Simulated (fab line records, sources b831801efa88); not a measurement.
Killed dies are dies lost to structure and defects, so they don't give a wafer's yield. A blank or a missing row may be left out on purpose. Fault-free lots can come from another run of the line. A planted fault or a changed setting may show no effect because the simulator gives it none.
Which tool was responsible? ; flow gf180mcu ; 6 lots, 18 wafers sampled, at 3 steps of a route of 602

== WHAT THE GAUGES READ, wafer by wafer ==
GF_VT_IMPLANT_TW_MEAS_21.
lot;measured;on;VT_IMPLANT_2_TW
L914;day 6 17:55;film-metro-04;1221 1218 1219
L916;day 7 15:34;film-metro-01;1239 1230 1238
L918;day 7 20:18;film-metro-04;1219 1227 1226
L923;day 9 02:14;film-metro-03;1228 1230 1219
L928;day 10 13:14;film-metro-04;1097 1099 1106
L931;day 11 07:19;film-metro-03;1225 1224 1226

== WHAT TOOL EACH LOT RAN ON (gives the tool, then ch and the chambers of the sampled wafers, and finally the start) ==
lot;GF_NWELL_STRIP_10;GF_VT_IMPLANT_IMPLANT_19
L914;plasma-asher-02 ch 0,1, day 3 18:01;implanter-03 ch 0, day 6 17:40
L916;plasma-asher-01 ch 0,1, day 4 12:07;implanter-03 ch 0, day 7 15:19
L918;plasma-asher-02 ch 0,1, day 4 16:48;implanter-02 ch 0, day 7 20:03
L923;plasma-asher-04 ch 0, day 5 19:00;implanter-03 ch 0, day 9 02:01
L928;plasma-asher-04 ch 0,1, day 7 00:29;implanter-02 ch 0, day 10 12:59
L931;plasma-asher-01 ch 0,1, day 7 15:57;implanter-03 ch 0, day 11 07:04
- GF_NWELL_STRIP_10: strips in O2/N2.
- GF_VT_IMPLANT_IMPLANT_19

== THE ANSWER, worked out from the rows above alone ==
Rule: usual is defined by the lots themselves. Put in order of their means at a reading, lots are off if they are a third of the lots or fewer, leave a main group of 4 or more, and stand apart from it by a gap of 3 or more times the standard deviation of the main group's means; of several such gaps the widest counts. A main group whose means are all the same, to the digits that the tables above print for the reading, isn't used. A lot without any number at a reading at which 4 lots or more have one is off too. Any other lot the step has rows for is counted as sound.
Off: L928, seen at GF_VT_IMPLANT_TW_MEAS_21 (VT_IMPLANT_2_TW). The main group has a mean of 1226 with a standard deviation of 5.3.
A tool fits if, at a process step before that reading, it ran every lot that is off, and no sound lot after the first of them. Gauges at GF_VT_IMPLANT_TW_MEAS_21: tried the same way as those tools. Can't be told from this: 3 tools fit, plasma-asher-04 at GF_NWELL_STRIP_10, implanter-02 at GF_VT_IMPLANT_IMPLANT_19, film-metro-04 at GF_VT_IMPLANT_TW_MEAS_21.

== WHAT THE SIMULATOR HAD INSERTED ==
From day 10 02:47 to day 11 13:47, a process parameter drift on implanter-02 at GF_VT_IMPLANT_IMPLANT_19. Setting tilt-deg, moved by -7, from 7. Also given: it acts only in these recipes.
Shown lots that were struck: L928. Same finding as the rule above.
